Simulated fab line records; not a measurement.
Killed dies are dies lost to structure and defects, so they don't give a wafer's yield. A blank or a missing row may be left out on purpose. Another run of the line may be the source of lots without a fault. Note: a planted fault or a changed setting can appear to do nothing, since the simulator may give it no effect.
Which tool is to blame? | flow gf180mcu | 11 lots with 33 wafers sampled at 4 steps, on a route of 602 steps

## WHAT EACH GAUGE READ, for each wafer
GF_VT_IMPLANT_TW_MEAS_43.
lot  | measured     | on            | VT_IMPLANT_4_TW
L854 | day 7 16:04  | film metro-03 | 698 702 696
L856 | day 8 10:52  | film metro-03 | 695 694 693
L855 | day 8 11:32  | film metro-04 | 683 680 685
L858 | day 8 18:38  | film metro-02 | 691 694 696
L864 | day 10 02:22 | film metro-02 | 701 697 694
L865 | day 10 10:11 | film metro-02 | 31 31 31
L869 | day 11 14:57 | film metro-02 | 695 694 696
L872 | day 12 11:11 | film metro-02 | 694 694 697
L875 | day 13 09:20 | film metro-02 | 698 695 694
L876 | day 13 15:19 | film metro-02 | 691 690 695
L877 | day 13 20:46 | film metro-03 | 692 693 689

## WHAT TOOL EACH LOT RAN ON (gives the tool, then ch and the chambers of the sampled wafers, and finally the start)
lot  | GF_MVSD_STRIP_10                    | GF_VT_IMPLANT_STRIP_31               | GF_VT_IMPLANT_STRIP_42
L854 | plasma asher-04 ch 0,1, day 4 14:00 | plasma asher-02 ch 0,1, day 7 00:26  | plasma asher-04 ch 0,1, day 7 15:58
L856 | plasma asher-03 ch 0,1, day 5 06:34 | plasma asher-04 ch 0,1, day 7 18:52  | plasma asher-02 ch 0,1, day 8 10:46
L855 | plasma asher-04 ch 0,1, day 5 06:55 | plasma asher-01 ch 0,1, day 7 19:14  | plasma asher-04 ch 0,1, day 8 11:26
L858 | plasma asher-03 ch 0,1, day 5 13:21 | plasma asher-04 ch 1, day 8 01:32    | plasma asher-01 ch 0, day 8 18:32
L864 | plasma asher-03 ch 0,1, day 6 17:43 | plasma asher-04 ch 0,1, day 9 09:35  | plasma asher-01 ch 0,1, day 10 02:16
L865 | plasma asher-03 ch 0,1, day 7 00:27 | plasma asher-02 ch 0,1, day 9 16:38  | plasma asher-01 ch 0,1, day 10 10:05
L869 | plasma asher-03 ch 0,1, day 8 00:55 | plasma asher-04 ch 1, day 10 20:13   | plasma asher-01 ch 0,1, day 11 14:50
L872 | plasma asher-04 ch 0,1, day 8 18:25 | plasma asher-01 ch 0,1, day 11 16:49 | plasma asher-02 ch 0,1, day 12 11:04
L875 | plasma asher-03 ch 0,1, day 9 12:22 | plasma asher-01 ch 0,1, day 12 13:34 | plasma asher-01 ch 0,1, day 13 09:13
L876 | plasma asher-01 ch 0,1, day 9 17:04 | plasma asher-02 ch 0,1, day 12 18:37 | plasma asher-02 ch 0,1, day 13 15:13
L877 | plasma asher-03 ch 0, day 9 22:34   | plasma asher-02 ch 0,1, day 13 00:55 | plasma asher-01 ch 0,1, day 13 20:40
- GF_MVSD_STRIP_10: strips in O2/N2.
- GF_VT_IMPLANT_STRIP_31: strips in O2/N2.
- GF_VT_IMPLANT_STRIP_42: strips in O2/N2.

## THE ANSWER, worked out from the rows above alone
Rule: what is usual is taken from the lots themselves. Put in order of their means at a reading, lots are off if they are a third of the lots or fewer, leave a main group of 4 or more, and stand apart from it by a gap of 3 or more times the standard deviation of the main group's means; of several such gaps the widest counts. If all means in a main group match to the digits the tables above print for the reading, that group is not used. A lot without any number at a reading at which 4 lots or more have one is off too. Where the step has rows for the other lots, those lots are counted as sound.
Off: at GF_VT_IMPLANT_TW_MEAS_43 (VT_IMPLANT_4_TW), L865. Main group: mean 694, sd 4.2.
If a tool, at a process step before that reading, ran all the lots that are off and no sound lot after the first of them, it fits. Gauges at GF_VT_IMPLANT_TW_MEAS_43: tried the same way as those tools. Of those tried, none fits.

## WHAT THE SIMULATOR PUT IN
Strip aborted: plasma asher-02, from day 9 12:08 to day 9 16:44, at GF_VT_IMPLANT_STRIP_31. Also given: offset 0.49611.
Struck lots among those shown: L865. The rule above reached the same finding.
